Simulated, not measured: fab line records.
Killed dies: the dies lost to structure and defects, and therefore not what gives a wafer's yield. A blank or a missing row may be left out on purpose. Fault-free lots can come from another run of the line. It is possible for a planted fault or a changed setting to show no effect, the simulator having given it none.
Which tool did it? | flow sky130 | Sampling: 11 lots, 33 wafers, 5 of 708 route steps

WHAT THE GAUGES SHOWED, per wafer
SKY_CAPM_RS_MEAS_03: a four-point-probe measurement. Usual: CAPM_TIN_RS typically reads 6.86 ohm/sq, with standard deviation 0.071.
lot  | measured     | on            | CAPM_TIN_RS (ohm/sq) | flag
L245 | day 36 15:40 | film-metro-03 | 6.79 6.82 6.79       |
L247 | day 37 07:14 | film-metro-04 | 6.89 6.91 6.82       |
L250 | day 38 03:00 | film-metro-04 | 6.78 6.74 6.67       |
L253 | day 39 09:33 | film-metro-04 | 6.87 6.84 6.82       |
L255 | day 40 03:47 | film-metro-01 | 6.84 6.86 6.85       |
L257 | day 40 16:17 | film-metro-03 | 6.92 6.98 6.89       |
L263 | day 42 04:32 | film-metro-01 | 6.83 6.84 6.75       |
L265 | day 43 05:14 | film-metro-03 | 6.79 6.79 6.84       |
L266 | day 43 13:14 | film-metro-03 | 6.82 6.74 6.74       |
L267 | day 43 14:50 | film-metro-04 | 6.87 6.92 6.86       |
L268 | day 43 21:51 | film-metro-03 | 6.89 6.85 6.77       |

SKY_CAP2M_RS_MEAS_03: a four-point-probe measurement. Usual: CAP2M_TIN_RS typically reads 6.95 ohm/sq, with standard deviation 0.067.
lot  | measured     | on            | CAP2M_TIN_RS (ohm/sq) | flag
L245 | day 40 02:15 | film-metro-02 | 7.01 6.99 7.12        |
L247 | day 40 17:10 | film-metro-03 | 6.94 6.94 6.92        |
L250 | day 41 10:53 | film-metro-02 | 6.97 6.92 6.94        |
L253 | day 42 15:19 | film-metro-02 | 6.97 6.98 6.98        |
L255 | day 43 09:22 | film-metro-01 | 6.87 6.88 6.90        |
L257 | day 43 20:08 | film-metro-03 | 7.03 6.97 7.03        |
L263 | day 45 11:04 | film-metro-03 | 7.01 7.03 6.92        |
L265 | day 46 13:20 | film-metro-01 | 6.84 7.00 6.92        |
L266 | day 46 14:10 | film-metro-03 | 6.96 7.01 6.99        |
L267 | day 46 14:46 | film-metro-03 | 6.95 6.99 7.07        |
L268 | day 46 19:20 | film-metro-01 | 6.87 6.87 6.82        |

TOOL THAT RAN EACH LOT (tool first, then ch and the chambers of the sampled wafers, then the start)
lot  | SKY_METAL3_ETCH_16                | SKY_VIA3_ETCH_15                   | SKY_VIA3_STRIP_16
L245 | rie-metal-02 ch 1, day 38 20:51   | rie-diel-03 ch 0,2, day 40 00:34   | plasma-asher-04 ch 1, day 40 00:37
L247 | rie-metal-02 ch 0,1, day 39 12:45 | rie-diel-02 ch 2,3, day 40 15:28   | plasma-asher-01 ch 0,1, day 40 15:31
L250 | rie-metal-04 ch 0,1, day 40 06:42 | rie-diel-03 ch 0,1,3, day 41 09:10 | plasma-asher-04 ch 0,1, day 41 09:13
L253 | rie-metal-03 ch 0,1, day 41 11:54 | rie-diel-03 ch 1,2,3, day 42 13:38 | plasma-asher-01 ch 0,1, day 42 13:41
L255 | rie-metal-04 ch 0,1, day 42 06:01 | rie-diel-03 ch 0,1,2, day 43 07:43 | plasma-asher-02 ch 0,1, day 43 07:46
L257 | rie-metal-04 ch 0,1, day 42 17:27 | rie-diel-03 ch 0,2,3, day 43 18:28 | plasma-asher-01 ch 0,1, day 43 18:31
L263 | rie-metal-04 ch 0,1, day 44 03:35 | rie-diel-02 ch 0,3, day 45 09:19   | plasma-asher-02 ch 0,1, day 45 09:25
L265 | rie-metal-02 ch 0,1, day 45 12:39 | rie-diel-01 ch 0,1,2, day 46 11:40 | plasma-asher-01 ch 0,1, day 46 11:44
L266 | rie-metal-03 ch 0, day 45 12:51   | rie-diel-03 ch 0,2, day 46 12:19   | plasma-asher-04 ch 0, day 46 12:23
L267 | rie-metal-03 ch 0,1, day 45 13:00 | rie-diel-01 ch 0,1,3, day 46 12:34 | plasma-asher-01 ch 0,1, day 46 12:37
L268 | rie-metal-02 ch 0,1, day 45 17:56 | rie-diel-03 ch 1,2, day 46 16:34   | plasma-asher-01 ch 0,1, day 46 16:40
- SKY_METAL3_ETCH_16: etches BARC in N2/H2, stops on SiO2, time 88.2 s, target depth 60 nm.
- SKY_VIA3_ETCH_15: etches SiO2 in C4F8/O2/Ar, stops on TiN, target depth 507 nm, time 78 s.
- SKY_VIA3_STRIP_16: strips in O2/N2.

AS READ BY THE TOOLS THEMSELVES (means over the sampled wafers that have a number; for cases with no such wafer, the mark the record gives instead)
SKY_METAL3_ETCH_16. Usual: drypump-motor-current-A 5.7 A, standard deviation 0.36; oes-product-au 0.625 a.u., standard deviation 0.0048; run-length-s 116.42 s, standard deviation 0.27; throttle-valve-pct 13.205 %, standard deviation 0.0082.
lot  | tool         | drypump-motor-current-A (A) | oes-product-au (a.u.) | run-length-s (s) | throttle-valve-pct (%) | flag
L245 | rie-metal-02 | 5.5                         | 0.627                 | 116.47           | 13.206                 |
L247 | rie-metal-02 | 5.7                         | 0.623                 | 116.41           | 13.203                 |
L250 | rie-metal-04 | 5.4                         | 0.625                 | 116.42           | 13.209                 |
L253 | rie-metal-03 | 6.0                         | 0.628                 | 116.71           | 13.200                 |
L255 | rie-metal-04 | 5.3                         | 0.626                 | 116.20           | 13.203                 |
L257 | rie-metal-04 | 5.3                         | 0.629                 | 116.29           | 13.201                 |
L263 | rie-metal-04 | 5.3                         | 0.627                 | 116.14           | 13.203                 |
L265 | rie-metal-02 | 5.9                         | 0.627                 | 116.41           | 13.213                 |
L266 | rie-metal-03 | 5.5                         | 0.624                 | 116.38           | 13.202                 |
L267 | rie-metal-03 | 6.0                         | 0.626                 | 116.53           | 13.206                 |
L268 | rie-metal-02 | 5.7                         | 0.627                 | 116.39           | 13.202                 |

SKY_VIA3_ETCH_15. Usual: oes-product-au 0.946 a.u., standard deviation 0.0045; run-length-s 106.4 s, standard deviation 0.39.
lot  | tool        | oes-product-au (a.u.) | run-length-s (s) | flag
L245 | rie-diel-03 | 0.945                 | 106.5            |
L247 | rie-diel-02 | 0.944                 | 106.2            |
L250 | rie-diel-03 | 0.945                 | 106.5            |
L253 | rie-diel-03 | 0.948                 | 106.3            |
L255 | rie-diel-03 | 0.820                 | 131.6            | OFF
L257 | rie-diel-03 | 0.762                 | 144.0            | OFF
L263 | rie-diel-02 | 0.941                 | 106.7            |
L265 | rie-diel-01 | 0.942                 | 106.7            |
L266 | rie-diel-03 | 0.941                 | 106.4            |
L267 | rie-diel-01 | 0.944                 | 106.0            |
L268 | rie-diel-03 | 0.949                 | 106.7            |

SKY_VIA3_STRIP_16. Usual: drypump-motor-current-A 5.2 A, standard deviation 0.42; oes-product-au 0.402 a.u., standard deviation 0.0051; strip-time-to-endpoint-s 4.12 s, standard deviation 0.031.
lot  | tool            | drypump-motor-current-A (A) | oes-product-au (a.u.) | strip-time-to-endpoint-s (s) | flag
L245 | plasma-asher-04 | 5.2                         | 0.401                 | 4.10                         |
L247 | plasma-asher-01 | 5.5                         | 0.400                 | 4.12                         |
L250 | plasma-asher-04 | 5.0                         | 0.397                 | 4.13                         |
L253 | plasma-asher-01 | 5.0                         | 0.401                 | 4.10                         |
L255 | plasma-asher-02 | 5.2                         | 0.385                 | 3.81                         | OFF
L257 | plasma-asher-01 | 5.5                         | 0.379                 | 3.57                         | OFF
L263 | plasma-asher-02 | 5.2                         | 0.406                 | 4.10                         |
L265 | plasma-asher-01 | 5.1                         | 0.404                 | 4.11                         |
L266 | plasma-asher-04 | 4.9                         | 0.409                 | 4.14                         |
L267 | plasma-asher-01 | 5.0                         | 0.409                 | 4.14                         |
L268 | plasma-asher-01 | 5.5                         | 0.406                 | 4.16                         |

THE ANSWER, worked out from the rows above alone
Rule: take the mean of a lot's wafers that have a number; if it is more than 3 standard deviations from the usual mean, the lot is off. A lot without any number at a reading at which 4 lots or more have one is off too. The other lots that the step has rows for count as sound. Order of review: gauges by route order, followed by the tools' own readings, for which a lot's mean as printed above is used. At the first step where some lot is off, the reading lying furthest off is the one used; lots without a number count as furthest.
Off at SKY_VIA3_ETCH_15 (run-length-s): L255, L257.
A tool fits if, at that step or a process step before it, it ran every lot that is off, and no sound lot after the first of them. No candidate that was tried fits.

WHAT HAD BEEN PUT IN BY THE SIMULATOR
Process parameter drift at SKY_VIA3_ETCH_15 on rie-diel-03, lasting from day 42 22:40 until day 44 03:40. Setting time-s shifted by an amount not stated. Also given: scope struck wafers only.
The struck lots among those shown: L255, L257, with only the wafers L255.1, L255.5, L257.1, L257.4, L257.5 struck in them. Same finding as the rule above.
